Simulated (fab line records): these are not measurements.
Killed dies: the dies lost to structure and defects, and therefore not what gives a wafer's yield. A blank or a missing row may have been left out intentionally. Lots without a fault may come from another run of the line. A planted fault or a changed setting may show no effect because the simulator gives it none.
fab line records	flow sky130
record lots=7	wafers=21	lastDay=50
route steps=708 shown LDD_N@247 LDD_P@255 PAD_OPEN@708
lots that met no fault: from a run of the same line without faults
startH: hours from the record's first day to the start of the lot's first wafer shown	waitH: how many hours have passed since the lot's step before this one	" same as the row above	L1.1+2: one row covering several wafers at once	- value missing, or start not given	* or withheld: withheld	< > ~ a bound
route shown NAME@n: names a module that has steps shown in the file, with the first one's number in the route	usual: mean/standard deviation of fault-free wafers	same: alike in all rows	chamber/n: place in a boat	sites: per-site readings	_std_site: how widely they spread, as a standard deviation	_edge_site: the outer-site mean with the inner-site mean subtracted	radiusMm: for every site, how far away it sits from the centre of the wafer	mask NAME#n: copy n	behind: the most recent tool/chamber to have shaped the wafer	hold: the reason the lot was held/the length of the hold in hours/how it ended	device: transistor that didn't switch, given as n, p or np	end of line: the same wafers' tests at the end of the route	a step without rows: its recipe alone	killed: at the first sort, the dies lost to defects and structure; wafer yield is something else	map: a wafer's dies, marking killed ones x, the rest . and places with no die _
set.NAME: setting as actually run; set.NAME@STEP: the setting as run at that earlier step	model.NAME: the simulator's own value behind a step, which no gauge read
lots at selected steps of the route; one table per step, one row per wafer
services: the hour from which a tool's chamber was out of use, counted from the record's first day as startH (under 0 if before that day), plus the number of hours and why
## steps
# step SKY_LDD_N_IMPLANT_10
# recipe species=As	energyKev=20	doseCm2=7.5e+13	tiltDeg=withheld	rotationDeg=203
# step SKY_LDD_N_IMPLANT_11
# recipe species=As	energyKev=20.32	doseCm2=7.5e+13	tiltDeg=withheld	rotationDeg=293
# step SKY_LDD_N_IMPLANT_12
# recipe species=BF2	energyKev=50	doseCm2=5e+12	tiltDeg=30	rotationDeg=0
# step SKY_LDD_N_IMPLANT_13
# recipe species=BF2	energyKev=50	doseCm2=5e+12	tiltDeg=30	rotationDeg=90
# step SKY_LDD_N_IMPLANT_14
# recipe species=BF2	energyKev=50	doseCm2=5e+12	tiltDeg=30	rotationDeg=180
# step SKY_LDD_N_IMPLANT_15
# recipe species=BF2	energyKev=50	doseCm2=5e+12	tiltDeg=30	rotationDeg=270
# step SKY_LDD_N_STRIP_16
# recipe chemistry=O2/N2	powerW=1400	pressureMtorr=1500	platenTempC=withheld	o2FlowSccm=3000	n2FlowSccm=300	overashFraction=0.5
# usual drypumpMotorCurrentA=5.9/0.5	oesProductAu=0.406/0.0043	stripTimeToEndpointS=4.309/0.012
lot.wafer	tool	chamber	startH	waitH	drypumpMotorCurrentA	oesProductAu	rfHoursCounterH	stripTimeToEndpointS
L149.1	plasmaAsher-01	1	411.55	0.1	6.4	0.406	30	4.294
L149.2	"	0	"	"	5.5	0.398	30	4.299
L149.3	"	1	"	"	6.4	0.404	-	4.306
L150.1	plasmaAsher-03	0	412.06	0.1	5.5	0.410	51	4.338
L150.2	"	1	"	"	6.5	0.403	51	4.317
L150.3	"	0	"	"	5.5	0.408	-	4.313
L157.2	plasmaAsher-04	1	478.54	0.1	5.1	0.406	5	4.302
L157.4	"	0	"	"	6.1	0.400	-	4.305
L157.5	"	1	"	"	5.1	0.407	-	4.316
L160.3	plasmaAsher-01	1	493.95	0.1	6.4	0.402	-	4.305
L160.4	"	0	"	"	5.5	0.408	-	4.309
L160.5	"	1	"	"	6.4	0.404	-	4.336
L161.2	plasmaAsher-01	0	500.80	0.1	5.5	0.406	40	4.319
L161.4	"	1	"	"	6.5	0.404	-	4.308
L161.6	"	0	"	"	5.5	0.403	-	4.304
L162.1	plasmaAsher-04	0	516.09	0.1	6.1	0.413	9	4.325
L162.2	"	1	"	"	5.2	0.409	9	4.286
L162.4	"	1	"	"	5.1	0.407	-	4.312
L170.2	plasmaAsher-01	0	608.34	0.1	5.5	0.409	51	4.326
L170.3	"	0	"	"	5.5	0.407	-	4.288
L170.6	"	1	"	"	6.4	0.403	-	4.309
# step SKY_LDD_N_TW_MEAS_17
# usual LDD_N_TW=2570/18
lot.wafer	tool	chamber	startH	waitH	LDD_N_TW
L149.1	filmMetro-01	-	411.65	0.1	2574
L149.2	"	-	"	"	2570
L149.3	"	-	"	"	2581
L150.1	filmMetro-02	-	412.16	0.1	2575
L150.2	"	-	"	"	2561
L150.3	"	-	"	"	2569
L157.2	filmMetro-02	-	478.65	0.1	2549
L157.4	"	-	"	"	2555
L157.5	"	-	"	"	2564
L160.3	filmMetro-03	-	494.03	0.1	2580
L160.4	"	-	"	"	2577
L160.5	"	-	"	"	2560
L161.2	filmMetro-02	-	500.91	0.1	2548
L161.4	"	-	"	"	2533
L161.6	"	-	"	"	2560
L162.1	filmMetro-01	-	516.19	0.1	2574
L162.2	"	-	"	"	2574
L162.4	"	-	"	"	2572
L170.2	filmMetro-03	-	608.45	0.1	2568
L170.3	"	-	"	"	2577
L170.6	"	-	"	"	2577
# step SKY_LDD_P_DEHYDRATE_00
# recipe tempC=200	timeS=60
# step SKY_LDD_P_HMDS_01
# recipe primeTimeS=60	primeTempC=120
# step SKY_LDD_P_COAT_02
# recipe resist=NOVOLAK	spinRpm=3000	resistThkNm=1140
# step SKY_LDD_P_SOFTBAKE_03
# recipe tempC=90	timeS=60	resist=NOVOLAK
# step SKY_LDD_P_EXPOSE_04
# recipe maskId=PSDM	na=0.6	sourceShape=conventional	sigmaOuter=0.6	polarization=unpolarized	targetCdNm=380	doseMj=138
lot.wafer	tool	chamber	startH	waitH	mask	model.LDD_P.overlayXNm
L149.1+2+3	ilineStepper-01	0	426.50	-	PSDM#0	0.5536
L150.1+2+3	ilineStepper-02	0	426.91	-	PSDM#0	-0.7696
L157.2+4+5	ilineStepper-01	0	493.23	-	PSDM#0	-0.105
L160.3+4+5	ilineStepper-02	0	509.85	-	PSDM#0	113.6
L161.2+4+6	ilineStepper-02	0	515.83	-	PSDM#0	114.5
L162.1+2+4	ilineStepper-02	0	531.73	-	PSDM#0	115.9
L170.2+3+6	ilineStepper-01	0	621.29	-	PSDM#0	0.3031
# step SKY_LDD_P_PEB_05
# recipe tempC=withheld	timeS=*	resist=NOVOLAK
# step SKY_LDD_P_DEVELOP_06
# recipe resist=NOVOLAK	developer=TMAH	developTimeS=60	devTempC=23
# step SKY_LDD_P_CD_MEAS_07
# recipe targetCdNm=380
# usual cdNm=380.0/2.2
lot.wafer	tool	chamber	startH	waitH	cdNm
L149.1	cdSem-01	-	441.93	0.1	382.4
L149.2	"	-	"	"	381.7
L149.3	"	-	"	"	381.7
L150.1	cdSem-01	-	442.40	0.1	381.6
L150.2	"	-	"	"	378.4
L150.3	"	-	"	"	380.4
L157.2	cdSem-01	-	508.80	0.1	379.0
L157.4	"	-	"	"	379.3
L157.5	"	-	"	"	377.2
L160.3	cdSem-02	-	524.77	0.1	379.7
L160.4	"	-	"	"	378.4
L160.5	"	-	"	"	381.4
L161.2	cdSem-01	-	531.22	0.1	376.9
L161.4	"	-	"	"	375.9
L161.6	"	-	"	"	376.8
L162.1	cdSem-02	-	545.88	0.1	380.3
L162.2	"	-	"	"	378.4
L162.4	"	-	"	"	378.9
L170.2	cdSem-02	-	633.10	0.1	378.5
L170.3	"	-	"	"	379.0
L170.6	"	-	"	"	377.7
# step SKY_LDD_P_OVL_MEAS_08
# usual LDD_P_OVL=-0.1/1.6
lot.wafer	tool	chamber	startH	waitH	hold	LDD_P_OVL[nm]
L149.1	overlay-02	-	442.05	0.1	-	0.8
L149.2	"	-	"	"	-	-0.6
L149.3	"	-	"	"	-	1.2
L150.1	overlay-01	-	442.52	0.1	-	-0.9
L150.2	"	-	"	"	-	-1.2
L150.3	"	-	"	"	-	-3.2
L157.2	overlay-02	-	508.91	0.1	-	-0.5
L157.4	"	-	"	"	-	-0.9
L157.5	"	-	"	"	-	0.8
L160.3	overlay-02	-	524.86	0.1	awaitDispo/0.2h/release	110.5
L160.4	"	-	"	"	awaitDispo/0.2h/release	111.0
L160.5	"	-	"	"	awaitDispo/0.2h/release	111.5
L160.3	overlay-02	-	525.08	0.2	-	111.4
L160.4	"	-	"	"	-	111.6
L160.5	"	-	"	"	-	112.7
L161.2	overlay-01	-	531.33	0.1	awaitDispo/0.2h/release	113.7
L161.4	"	-	"	"	awaitDispo/0.2h/release	113.2
L161.6	"	-	"	"	awaitDispo/0.2h/release	114.0
L161.2	overlay-01	-	531.53	0.2	-	114.6
L161.4	"	-	"	"	-	113.1
L161.6	"	-	"	"	-	114.4
L162.1	overlay-02	-	546.00	0.1	awaitDispo/0.2h/release	116.0
L162.2	"	-	"	"	awaitDispo/0.2h/release	113.2
L162.4	"	-	"	"	awaitDispo/0.2h/release	114.8
L162.1	overlay-02	-	546.20	0.2	-	116.5
L162.2	"	-	"	"	-	113.7
L162.4	"	-	"	"	-	114.9
L170.2	overlay-02	-	633.20	0.1	-	-0.2
L170.3	"	-	"	"	-	1.5
L170.6	"	-	"	"	-	2.2
# step SKY_PAD_OPEN_PROBE_99
# usual defectLimitedYield=82.5/1.8	killed_at_M0_to_M3=43/5.9	killed_at_M4_up=3.3/1.9	killedAtContacts=24/5.6	killedAtFrontEnd=15/4.1	killedAtOther=0.4/0.66	killedDies=86/9	killedOnRim=17/3.7	killedOpen=47/6.9	killedShort=39/6.2	sort_bin_3_pad_short=0.9/0.45	sort_bin_5_function=10.3/1.4	sort_bin_6_memory=6.3/1.2	sortNPass=406/9	sortYieldPct=82.5/1.8
# same grossDies=492	killedAtBackSide=0	sort_bin_4_leakage[%]=0	sort_bin_8_speed[%]=0
lot.wafer	tool	chamber	startH	waitH	defectLimitedYield[%]	killed_at_M0_to_M3	killed_at_M4_up	killedAtContacts	killedAtFrontEnd	killedAtOther	killedDies	killedOnRim	killedOpen	killedShort	sort_bin_3_pad_short[%]	sort_bin_5_function[%]	sort_bin_6_memory[%]	sortNPass	sortYieldPct[%]
L149.1	prober-01	-	1079.35	0.1	84.3	36	2	16	23	0	77	18	42	35	0.6	10.8	4.3	415	84.3
L149.2	prober-01	-	1079.40	0.1	83.1	39	3	21	19	1	83	21	39	44	0.2	10.4	6.3	409	83.1
L149.3	prober-01	-	1079.45	0.2	79.3	48	5	28	21	0	102	19	56	46	1.0	13.8	5.9	390	79.3
L150.1	prober-02	-	1081.70	0.1	83.1	42	1	27	13	0	83	20	36	46	0.8	10.6	5.5	409	83.1
L150.2	prober-02	-	1081.75	0.1	80.9	40	4	29	21	0	94	20	40	54	0.8	10.4	7.9	398	80.9
L150.3	prober-02	-	1081.80	0.2	83.5	37	3	23	18	0	81	12	47	33	0.6	9.1	6.7	411	83.5
L157.2	prober-01	-	1120.33	0.1	83.1	45	1	18	19	0	83	21	38	45	1.2	12.0	3.7	409	83.1
L157.4	prober-01	-	1120.43	0.2	78.3	42	3	32	27	3	107	19	61	44	0.6	13.4	7.7	385	78.3
L157.5	prober-01	-	1120.48	0.2	77.4	58	2	38	12	1	111	24	58	53	1.4	13.6	7.5	381	77.4
L170.2	prober-02	-	1199.26	0.1	83.1	31	5	24	23	0	83	10	39	44	1.4	9.8	5.7	409	83.1
L170.3	prober-02	-	1199.31	0.2	86.0	37	4	14	13	1	69	13	36	33	1.2	8.5	4.3	423	86.0
L170.6	prober-02	-	1199.46	0.2	85.6	37	4	21	9	0	71	11	42	29	0.6	9.3	4.5	421	85.6
# killed by level:class
L149.1 VIA1:geometricParticle:open=10 POLY_GATE:geometricParticle:open=7 VIA1:geometricParticle:short=6 LI_CONTACT:geometricParticle:open=5 VIA3:geometricParticle:open=5 POLY_GATE:geometricParticle:short=4 CONTACT:geometricParticle:open=4 FIELD_ISO:geometricParticle:open=3
L149.2 VIA1:geometricParticle:short=9 CONTACT:geometricParticle:open=9 VIA3:geometricParticle:open=7 METAL2:geometricParticle:short=6 VIA2:geometricParticle:open=5 METAL1:geometricParticle:short=4 FIELD_ISO:geometricParticle:open=3 CONTACT:geometricParticle:short=3
L149.3 VIA1:geometricParticle:open=15 LI_CONTACT:geometricParticle:open=10 METAL1:geometricParticle:short=7 VIA1:geometricParticle:short=7 VIA3:geometricParticle:open=7 FIELD_ISO:geometricParticle:short=6 POLY_GATE:geometricParticle:short=6 CONTACT:geometricParticle:open=6
L150.1 CONTACT:geometricParticle:open=9 CONTACT:geometricParticle:short=7 VIA3:geometricParticle:short=7 VIA2:geometricParticle:open=6 METAL2:geometricParticle:short=6 METAL1:geometricParticle:short=5 VIA1:geometricParticle:open=5 LOCAL_INTERCONNECT:geometricParticle:short=4
L150.2 VIA1:geometricParticle:open=13 LOCAL_INTERCONNECT:geometricParticle:short=8 CONTACT:geometricParticle:open=7 POLY_GATE:geometricParticle:open=6 VIA1:geometricParticle:short=6 FIELD_ISO:geometricParticle:short=5 LI_CONTACT:geometricParticle:open=5 CONTACT:geometricParticle:short=5
L150.3 VIA1:geometricParticle:open=10 CONTACT:geometricParticle:open=8 POLY_GATE:geometricParticle:open=6 LI_CONTACT:geometricParticle:open=6 METAL2:geometricParticle:short=6 CONTACT:geometricParticle:short=5 VIA3:geometricParticle:open=5 POLY_GATE:geometricParticle:short=4
L157.2 VIA1:geometricParticle:open=10 METAL1:geometricParticle:short=10 CONTACT:geometricParticle:open=7 POLY_GATE:geometricParticle:open=6 METAL2:geometricParticle:short=5 METAL3:geometricParticle:short=5 VIA3:geometricParticle:short=5 FIELD_ISO:geometricParticle:short=4
L157.4 CONTACT:geometricParticle:open=13 VIA1:geometricParticle:open=11 LI_CONTACT:geometricParticle:open=9 FIELD_ISO:geometricParticle:short=8 POLY_GATE:geometricParticle:open=6 METAL1:geometricParticle:short=5 FIELD_ISO:geometricParticle:open=4 LOCAL_INTERCONNECT:geometricParticle:short=4
L157.5 CONTACT:geometricParticle:open=16 METAL1:geometricParticle:short=11 VIA2:geometricParticle:open=11 LI_CONTACT:geometricParticle:open=9 VIA1:geometricParticle:open=9 METAL2:geometricParticle:short=8 CONTACT:geometricParticle:short=5 LOCAL_INTERCONNECT:geometricParticle:short=4
L170.2 LI_CONTACT:geometricParticle:open=9 FIELD_ISO:geometricParticle:short=6 VIA1:geometricParticle:open=6 CONTACT:geometricParticle:open=6 FIELD_ISO:geometricParticle:open=5 METAL4:geometricParticle:short=5 METAL1:geometricParticle:short=5 VIA1:geometricParticle:short=5
L170.3 VIA1:geometricParticle:open=9 METAL2:geometricParticle:short=6 VIA2:geometricParticle:open=5 VIA3:geometricParticle:open=5 METAL4:geometricParticle:short=4 CONTACT:geometricParticle:open=4 VIA1:geometricParticle:short=4 POLY_GATE:geometricParticle:open=3
L170.6 VIA2:geometricParticle:open=9 CONTACT:geometricParticle:open=8 VIA1:geometricParticle:open=6 METAL2:geometricParticle:short=5 LI_CONTACT:geometricParticle:open=4 LOCAL_INTERCONNECT:geometricParticle:short=4 CONTACT:geometricParticle:short=4 VIA2:geometricParticle:short=4
## services
tool	chamber	startH	hours	kind
ilineStepper-01	0	398.85	-	calibration
ilineStepper-02	-	398.94	4.4	pm
ilineStepper-02	0	412.16	-	calibration
ilineStepper-01	-	420.26	2.8	repair
plasmaAsher-04	-	421.25	9.0	pm
plasmaAsher-04	0	421.25	9.0	ventCycle
plasmaAsher-04	1	421.25	9.0	ventCycle
ilineStepper-01	-	429.05	0.8	pm
plasmaAsher-04	0	430.25	-	clean
plasmaAsher-04	1	430.25	-	clean
plasmaAsher-03	-	444.06	14.6	pm
plasmaAsher-03	-	480.51	2.8	pm
ilineStepper-01	-	497.31	1.7	pm
plasmaAsher-04	-	500.80	1.5	repair
ilineStepper-01	-	534.86	8.5	repair
plasmaAsher-04	-	543.02	10.0	pm
ilineStepper-02	-	543.32	1.7	pm
plasmaAsher-03	-	569.85	1.9	repair
ilineStepper-02	-	587.28	19.3	repair
ilineStepper-01	-	593.37	11.7	repair
ilineStepper-01	-	599.30	-	calibration
ilineStepper-01	-	605.93	5.9	repair
ilineStepper-01	-	611.80	4.3	pm
## key
firstSign step=SKY_LDD_P_OVL_MEAS_08	reading=visit	direction=added
effect step=SKY_LDD_P_OVL_MEAS_08	reading=LDD_P_OVL	direction=up	sigmas=70	usual=-0.1	struck=113.1
modelEffect step=SKY_LDD_P_EXPOSE_04	value=LDD_P.overlayXNm	without=-0.4049	struck=114.7
metAt SKY_LDD_P_EXPOSE_04
struckWafers L160.3,L160.4,L160.5,L161.2,L161.4,L161.6,L162.1,L162.2,L162.4
scrappedBehind SKY_LDD_P_OVL_MEAS_08 L160.3,L160.4,L160.5,L161.2,L161.4,L161.6,L162.1,L162.2,L162.4
onsetBetween 426.91 509.85
fault kind=scannerMatchingOverlay	tool=ilineStepper-02	chamber=-	onsetH=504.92	steps=SKY_LDD_P_EXPOSE_04	offset=115.07
